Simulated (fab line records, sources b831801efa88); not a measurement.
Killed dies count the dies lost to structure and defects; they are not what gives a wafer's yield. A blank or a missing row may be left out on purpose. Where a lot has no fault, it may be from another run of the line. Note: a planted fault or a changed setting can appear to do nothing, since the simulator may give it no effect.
A single fault, viewed from 2 desks / flow gf180mcu / numbers are kept per desk, each desk with only its own; the story behind them comes last

== METROLOGY DESK ==
Lot by lot, what the gauges showed, no matter which tool ran the lot: averages of those sampled wafers that carry a number. Marked OUT: a lot whose mean sits more than 4 standard deviations from the usual mean, which makes it out of limits; the brackets give that distance.
Columns: A = cd-nm at GF_M3_CD_MEAS_14, usual 280.0 nm; B = M3_OVL at GF_M3_OVL_MEAS_15, usual -2 nm
lot=L570; first seen here=day 23 16:49; A=278.5; B=-3
lot=L573; first seen here=day 24 16:09; A=279.7; B=-2
lot=L582; first seen here=day 27 11:51; A=280.1; B=0
lot=L583; first seen here=day 27 16:08; A=278.7; B=-2
lot=L584; first seen here=day 27 21:48; A=279.3; B=-10
lot=L586; first seen here=day 28 15:33; A=280.3; B=-2
lot=L587; first seen here=day 28 19:32; A=279.4; B=-6
This desk's verdict: no lot among the 7 shows anything out of limits.

== DESK OF THE TOOL OWNER: hdpcvd-02 ==
The tool's own readings at GF_V3_CVD_00 (deposits SiO2, target thk 600 nm, time 100 s): means of the sampled wafers that have a number, for each lot that ran on this tool. Marked OUT: a lot whose mean sits more than 4 standard deviations from the usual mean, which makes it out of limits; the brackets give that distance.
Columns: A = pressure-mtorr at GF_V3_CVD_00, usual 6.002 mTorr; B = run-length-s at GF_V3_CVD_00, usual 128.0 s
lot=L570; first seen here=day 23 17:37; A=6.012; B=128.5
lot=L586; first seen here=day 28 16:26; A=6.014; B=128.5
This desk's verdict: no lot among the 2 shows anything out of limits.

== BROUGHT TOGETHER ==
The metrology desk saw nothing out of limits.
The tool owner's desk saw nothing out of limits.

== WHAT THE SIMULATOR HAD PUT IN ==
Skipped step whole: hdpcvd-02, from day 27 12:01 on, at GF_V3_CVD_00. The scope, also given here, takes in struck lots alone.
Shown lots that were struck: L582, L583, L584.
